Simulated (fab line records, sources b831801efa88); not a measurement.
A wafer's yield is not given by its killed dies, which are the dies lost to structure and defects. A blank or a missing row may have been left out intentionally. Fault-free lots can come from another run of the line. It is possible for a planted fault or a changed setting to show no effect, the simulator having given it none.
8D (eight disciplines) problem report, filled in by code / flow sky130 / the parts of the form that need people (team, actions taken, sign-off) are left out

## 1. THE ISSUE
Wafers free of any fault read 0 nm (standard deviation 4.6) for VIA1_OVL at SKY_VIA1_OVL_MEAS_13, against a mean of 62 nm on 6 wafers of 2 lots. Measured from the usual mean, that is +14 standard deviations.
First seen on wafer L662.2, day 34 18:53, on overlay-01. The record holds 33 wafers of 11 lots with a number at this step. Rule for "out", or "out of limits": more than 4 standard deviations from the usual mean. Any other wafer with a number is counted as sound.

## 2. WHAT IT IS AND WHAT IT IS NOT
question=which readings at this step | is=VIA1_OVL | is not=-
question=which lots | is=L662, L670 | is not=L659, L660, L661, L663, L667, L671, L674, L681, L682
question=which wafers of those lots | is=all that have a number | is not=-
question=read on which gauges | is=overlay-01 | is not=overlay-02
question=when | is=from day 34 18:53 | is not=up to then (9 sound wafers); but 18 sound wafers of L663, L667, L671, L674, L681, L682 came after

## 3. SUSPECTS, AND WHAT RULES EACH OUT
Counting: a tool stays on the suspect list if, at a process step up to the reading, it processed all lots that are out and no sound lot following the first of them.
- the gauge at SKY_VIA1_OVL_MEAS_13: kept. All the wafers that are out were read on overlay-01, and no step on other tools shows them out.
- krf-scanner-02 at SKY_VIA1_EXPOSE_09 (exposes mask VIM, target cd 150 nm): kept. All lots that are out passed through it, beginning with L662 at day 34 05:29, and no sound lot followed; its final sound lot before that point was L661 at day 33 22:44.
What counting leaves: krf-scanner-02 at SKY_VIA1_EXPOSE_09 and overlay-01 at SKY_VIA1_OVL_MEAS_13.

## 4. THE CAUSE (what the simulator had put in)
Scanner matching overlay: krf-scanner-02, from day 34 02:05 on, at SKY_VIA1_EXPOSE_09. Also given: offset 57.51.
After counting, 2 suspects remain, this tool included.

## 5. THE EFFECT CHAIN, in route order
Each row: a reading whose mean over the struck wafers that have a number lies more than 3 standard deviations from the usual. Only readings whose record carries a usual standard deviation are examined. hours: median over the lots of the time between each lot's start at the first step of this table that gives one and its start at this step. sigmas: the change, counted in usual standard deviations.
hours=0; step=SKY_VIA1_OVL_MEAS_13; reading=VIA1_OVL; usual=0 nm; on struck wafers=62; change=+62; sigmas=+14

## 6. HOW IT WOULD HAVE BEEN CAUGHT EARLIER
The first out-of-limits reading at a measuring or inspecting step in this record came at day 34 18:53, 17 hours after the fault's start at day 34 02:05.
L670, from the lots that are out (2), started SKY_VIA1_EXPOSE_09 on krf-scanner-02 later than day 34 18:53. Had the tool been put on hold then, it would have been spared.
